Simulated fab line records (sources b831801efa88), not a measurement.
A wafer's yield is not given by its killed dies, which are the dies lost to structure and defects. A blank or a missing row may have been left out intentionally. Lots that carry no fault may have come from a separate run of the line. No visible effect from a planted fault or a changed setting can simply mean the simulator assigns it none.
Which tool was responsible? / flow sfq line / Sampling: 14 lots, 42 wafers, 4 of 325 route steps

== WHAT THE GAUGES READ, wafer by wafer ==
The record lacks any reading of a measuring or inspecting step that a usual standard deviation could be used to judge.

== WHAT TOOL EACH LOT RAN ON (gives the tool, then ch and the chambers of the sampled wafers, and finally the start) ==
lot=L380; SFQ_TRILAYER_R5_DEP_SPUTTER_132=pvd sputter-05, day 60 16:38; SFQ_TRILAYER_R5_LITHO_PEB_139=litho track-03 ch 0, day 64 23:46; SFQ_TRILAYER_I5_STRIP_STRIP_148=rie metal-03 ch 0,1, day 69 13:38; SFQ_TRILAYER_M7_BARC_OPEN_METAL_ETCH_229=rie metal-03 ch 0, day 75 00:41
lot=L386; SFQ_TRILAYER_R5_DEP_SPUTTER_132=pvd sputter-05, day 71 11:27; SFQ_TRILAYER_R5_LITHO_PEB_139=litho track-02 ch 0, day 71 13:40; SFQ_TRILAYER_I5_STRIP_STRIP_148=rie metal-01 ch 0,1, day 71 17:24; SFQ_TRILAYER_M7_BARC_OPEN_METAL_ETCH_229=rie metal-03 ch 0,1, day 76 18:11
lot=L388; SFQ_TRILAYER_R5_DEP_SPUTTER_132=pvd sputter-05, day 73 08:17; SFQ_TRILAYER_R5_LITHO_PEB_139=litho track-02 ch 0, day 73 13:19; SFQ_TRILAYER_I5_STRIP_STRIP_148=rie metal-04 ch 0,1, day 73 18:37; SFQ_TRILAYER_M7_BARC_OPEN_METAL_ETCH_229=rie metal-01 ch 0,1, day 78 14:14
lot=L389; SFQ_TRILAYER_R5_DEP_SPUTTER_132=pvd sputter-06, day 73 11:32; SFQ_TRILAYER_R5_LITHO_PEB_139=litho track-01 ch 0, day 73 15:43; SFQ_TRILAYER_I5_STRIP_STRIP_148=rie metal-03 ch 0,1, day 73 23:25; SFQ_TRILAYER_M7_BARC_OPEN_METAL_ETCH_229=rie metal-01 ch 0,1, day 79 01:17
lot=L390; SFQ_TRILAYER_R5_DEP_SPUTTER_132=pvd sputter-05, day 73 19:56; SFQ_TRILAYER_R5_LITHO_PEB_139=litho track-01 ch 0, day 74 01:17; SFQ_TRILAYER_I5_STRIP_STRIP_148=rie metal-01 ch 0,1, day 74 16:29; SFQ_TRILAYER_M7_BARC_OPEN_METAL_ETCH_229=rie metal-04 ch 0,1, day 86 06:43
lot=L391; SFQ_TRILAYER_R5_DEP_SPUTTER_132=pvd sputter-04, day 73 22:20; SFQ_TRILAYER_R5_LITHO_PEB_139=litho track-01 ch 0, day 74 04:53; SFQ_TRILAYER_I5_STRIP_STRIP_148=rie metal-04 ch 0,1, day 74 17:41; SFQ_TRILAYER_M7_BARC_OPEN_METAL_ETCH_229=rie metal-01 ch 0,1, day 86 07:55
lot=L394; SFQ_TRILAYER_R5_DEP_SPUTTER_132=pvd sputter-05, day 74 18:44; SFQ_TRILAYER_R5_LITHO_PEB_139=litho track-01 ch 0, day 75 08:48; SFQ_TRILAYER_I5_STRIP_STRIP_148=rie metal-01 ch 0,1, day 79 08:58; SFQ_TRILAYER_M7_BARC_OPEN_METAL_ETCH_229=rie metal-01 ch 0,1, day 87 01:19
lot=L396; SFQ_TRILAYER_R5_DEP_SPUTTER_132=pvd sputter-05, day 75 11:43; SFQ_TRILAYER_R5_LITHO_PEB_139=litho track-01 ch 0, day 75 15:42; SFQ_TRILAYER_I5_STRIP_STRIP_148=rie metal-03 ch 0,1, day 79 17:17; SFQ_TRILAYER_M7_BARC_OPEN_METAL_ETCH_229=rie metal-01 ch 0,1, day 87 08:30
lot=L398; SFQ_TRILAYER_R5_DEP_SPUTTER_132=pvd sputter-06, day 75 22:13; SFQ_TRILAYER_R5_LITHO_PEB_139=litho track-02, day 76 00:28; SFQ_TRILAYER_I5_STRIP_STRIP_148=rie metal-04 ch 0,1, day 80 02:53; SFQ_TRILAYER_M7_BARC_OPEN_METAL_ETCH_229=rie metal-01 ch 0,1, day 87 14:30
lot=L399; SFQ_TRILAYER_R5_DEP_SPUTTER_132=pvd sputter-04, day 75 23:15; SFQ_TRILAYER_R5_LITHO_PEB_139=litho track-02, day 76 01:38; SFQ_TRILAYER_I5_STRIP_STRIP_148=rie metal-03 ch 0,1, day 80 05:17; SFQ_TRILAYER_M7_BARC_OPEN_METAL_ETCH_229=rie metal-04 ch 0,1, day 87 16:54
lot=L400; SFQ_TRILAYER_R5_DEP_SPUTTER_132=pvd sputter-06, day 76 01:13; SFQ_TRILAYER_R5_LITHO_PEB_139=litho track-01 ch 0, day 76 03:29; SFQ_TRILAYER_I5_STRIP_STRIP_148=rie metal-04 ch 0,1, day 80 07:53; SFQ_TRILAYER_M7_BARC_OPEN_METAL_ETCH_229=rie metal-01 ch 0,1, day 87 21:46
lot=L401; SFQ_TRILAYER_R5_DEP_SPUTTER_132=pvd sputter-06, day 76 06:01; SFQ_TRILAYER_R5_LITHO_PEB_139=litho track-02 ch 0, day 76 08:16; SFQ_TRILAYER_I5_STRIP_STRIP_148=rie metal-04 ch 0,1, day 80 11:17; SFQ_TRILAYER_M7_BARC_OPEN_METAL_ETCH_229=rie metal-04 ch 0,1, day 88 01:13
lot=L402; SFQ_TRILAYER_R5_DEP_SPUTTER_132=pvd sputter-06, day 76 10:49; SFQ_TRILAYER_R5_LITHO_PEB_139=litho track-01 ch 0, day 76 13:03; SFQ_TRILAYER_I5_STRIP_STRIP_148=rie metal-04 ch 0,1, day 80 16:05; SFQ_TRILAYER_M7_BARC_OPEN_METAL_ETCH_229=rie metal-01 ch 0,1, day 88 07:13
lot=L403; SFQ_TRILAYER_R5_DEP_SPUTTER_132=pvd sputter-06, day 76 13:49; SFQ_TRILAYER_R5_LITHO_PEB_139=litho track-03 ch 0, day 76 16:40; SFQ_TRILAYER_I5_STRIP_STRIP_148=rie metal-04 ch 0,1, day 80 19:41; SFQ_TRILAYER_M7_BARC_OPEN_METAL_ETCH_229=rie metal-03 ch 0,1, day 88 14:25
- SFQ_TRILAYER_R5_DEP_SPUTTER_132: material Ti, target thk 5 nm, time 5 s.
- SFQ_TRILAYER_R5_LITHO_PEB_139: peb time 60 s.
- SFQ_TRILAYER_I5_STRIP_STRIP_148: strips in O2.
- SFQ_TRILAYER_M7_BARC_OPEN_METAL_ETCH_229: etches BARC in O2, target depth 125 nm, time 41.7 s.

== AS READ BY THE TOOLS THEMSELVES (means over the sampled wafers that have a number; for cases with no such wafer, the mark the record gives instead) ==
SFQ_TRILAYER_R5_DEP_SPUTTER_132. Usual: throttle valve pct 30.5 %, standard deviation 1.2.
lot=L380; tool=pvd sputter-05; throttle valve pct (%)=31.2; flag=
lot=L386; tool=pvd sputter-05; throttle valve pct (%)=31.2; flag=
lot=L388; tool=pvd sputter-05; throttle valve pct (%)=30.9; flag=
lot=L389; tool=pvd sputter-06; throttle valve pct (%)=30.3; flag=
lot=L390; tool=pvd sputter-05; throttle valve pct (%)=30.4; flag=
lot=L391; tool=pvd sputter-04; throttle valve pct (%)=29.6; flag=
lot=L394; tool=pvd sputter-05; throttle valve pct (%)=31.2; flag=
lot=L396; tool=pvd sputter-05; throttle valve pct (%)=31.4; flag=
lot=L398; tool=pvd sputter-06; throttle valve pct (%)=30.5; flag=
lot=L399; tool=pvd sputter-04; throttle valve pct (%)=29.9; flag=
lot=L400; tool=pvd sputter-06; throttle valve pct (%)=30.5; flag=
lot=L401; tool=pvd sputter-06; throttle valve pct (%)=31.3; flag=
lot=L402; tool=pvd sputter-06; throttle valve pct (%)=31.5; flag=
lot=L403; tool=pvd sputter-06; throttle valve pct (%)=30.3; flag=

SFQ_TRILAYER_R5_LITHO_PEB_139. Usual: chill plate temp C 22.99 C, standard deviation 0.11; exhaust pa 44.8 Pa, standard deviation 0.85.
lot=L380; tool=litho track-03; chill plate temp C (C)=23.03; exhaust pa (Pa)=45.5; flag=
lot=L386; tool=litho track-02; chill plate temp C (C)=22.95; exhaust pa (Pa)=44.8; flag=
lot=L388; tool=litho track-02; chill plate temp C (C)=23.00; exhaust pa (Pa)=44.4; flag=
lot=L389; tool=litho track-01; chill plate temp C (C)=23.07; exhaust pa (Pa)=43.6; flag=
lot=L390; tool=litho track-01; chill plate temp C (C)=23.14; exhaust pa (Pa)=44.2; flag=
lot=L391; tool=litho track-01; chill plate temp C (C)=23.05; exhaust pa (Pa)=45.0; flag=
lot=L394; tool=litho track-01; chill plate temp C (C)=23.01; exhaust pa (Pa)=45.1; flag=
lot=L396; tool=litho track-01; chill plate temp C (C)=22.93; exhaust pa (Pa)=44.5; flag=
lot=L398; tool=litho track-02; chill plate temp C (C)=-; exhaust pa (Pa)=-; flag=OFF
lot=L399; tool=litho track-02; chill plate temp C (C)=-; exhaust pa (Pa)=-; flag=OFF
lot=L400; tool=litho track-01; chill plate temp C (C)=23.04; exhaust pa (Pa)=45.3; flag=
lot=L401; tool=litho track-02; chill plate temp C (C)=22.94; exhaust pa (Pa)=44.8; flag=
lot=L402; tool=litho track-01; chill plate temp C (C)=23.02; exhaust pa (Pa)=44.9; flag=
lot=L403; tool=litho track-03; chill plate temp C (C)=23.06; exhaust pa (Pa)=43.7; flag=

SFQ_TRILAYER_I5_STRIP_STRIP_148. Usual: drypump motor current A 5.33 A, standard deviation 0.17; oes product au 1.003 a.u., standard deviation 0.0098.
lot=L380; tool=rie metal-03; drypump motor current A (A)=5.67; oes product au (a.u.)=1.001; flag=
lot=L386; tool=rie metal-01; drypump motor current A (A)=5.36; oes product au (a.u.)=0.998; flag=
lot=L388; tool=rie metal-04; drypump motor current A (A)=5.19; oes product au (a.u.)=1.000; flag=
lot=L389; tool=rie metal-03; drypump motor current A (A)=5.71; oes product au (a.u.)=1.012; flag=
lot=L390; tool=rie metal-01; drypump motor current A (A)=5.36; oes product au (a.u.)=1.012; flag=
lot=L391; tool=rie metal-04; drypump motor current A (A)=5.19; oes product au (a.u.)=1.004; flag=
lot=L394; tool=rie metal-01; drypump motor current A (A)=5.37; oes product au (a.u.)=1.009; flag=
lot=L396; tool=rie metal-03; drypump motor current A (A)=5.69; oes product au (a.u.)=1.012; flag=
lot=L398; tool=rie metal-04; drypump motor current A (A)=5.20; oes product au (a.u.)=0.998; flag=
lot=L399; tool=rie metal-03; drypump motor current A (A)=5.59; oes product au (a.u.)=1.003; flag=
lot=L400; tool=rie metal-04; drypump motor current A (A)=5.25; oes product au (a.u.)=1.007; flag=
lot=L401; tool=rie metal-04; drypump motor current A (A)=5.21; oes product au (a.u.)=1.004; flag=
lot=L402; tool=rie metal-04; drypump motor current A (A)=5.20; oes product au (a.u.)=1.005; flag=
lot=L403; tool=rie metal-04; drypump motor current A (A)=5.24; oes product au (a.u.)=0.997; flag=

SFQ_TRILAYER_M7_BARC_OPEN_METAL_ETCH_229. Usual: drypump motor current A 5.40 A, standard deviation 0.18; oes product au 0.685 a.u., standard deviation 0.0043.
lot=L380; tool=rie metal-03; drypump motor current A (A)=5.49; oes product au (a.u.)=0.683; flag=
lot=L386; tool=rie metal-03; drypump motor current A (A)=5.67; oes product au (a.u.)=0.684; flag=
lot=L388; tool=rie metal-01; drypump motor current A (A)=5.39; oes product au (a.u.)=0.682; flag=
lot=L389; tool=rie metal-01; drypump motor current A (A)=5.35; oes product au (a.u.)=0.683; flag=
lot=L390; tool=rie metal-04; drypump motor current A (A)=5.21; oes product au (a.u.)=0.687; flag=
lot=L391; tool=rie metal-01; drypump motor current A (A)=5.38; oes product au (a.u.)=0.679; flag=
lot=L394; tool=rie metal-01; drypump motor current A (A)=5.38; oes product au (a.u.)=0.682; flag=
lot=L396; tool=rie metal-01; drypump motor current A (A)=5.38; oes product au (a.u.)=0.683; flag=
lot=L398; tool=rie metal-01; drypump motor current A (A)=5.38; oes product au (a.u.)=0.685; flag=
lot=L399; tool=rie metal-04; drypump motor current A (A)=5.19; oes product au (a.u.)=0.688; flag=
lot=L400; tool=rie metal-01; drypump motor current A (A)=5.35; oes product au (a.u.)=0.682; flag=
lot=L401; tool=rie metal-04; drypump motor current A (A)=5.17; oes product au (a.u.)=0.683; flag=
lot=L402; tool=rie metal-01; drypump motor current A (A)=5.37; oes product au (a.u.)=0.684; flag=
lot=L403; tool=rie metal-03; drypump motor current A (A)=5.68; oes product au (a.u.)=0.684; flag=

== THE ANSWER, worked out from the rows above alone ==
Rule: lot off if the mean of its wafers having a number is beyond 3 standard deviations from the usual mean. Also off: a lot with no number at a reading for which 4 or more lots have one. Any other lot the step has rows for is counted as sound. First the gauges in route order, then the tools' own readings, where a lot's mean is used as printed above. The first step at which some lot is off is used, and at that step the reading that is off furthest; a lot without a number counts as furthest.
Off, at SFQ_TRILAYER_R5_LITHO_PEB_139 on chill plate temp C: L398, L399. Without a number there: L398, L399.
A tool fits if, at that step or a process step before it, it ran every lot that is off, and no sound lot after the first of them. No candidate that was tried fits.

== WHAT THE SIMULATOR HAD PUT IN ==
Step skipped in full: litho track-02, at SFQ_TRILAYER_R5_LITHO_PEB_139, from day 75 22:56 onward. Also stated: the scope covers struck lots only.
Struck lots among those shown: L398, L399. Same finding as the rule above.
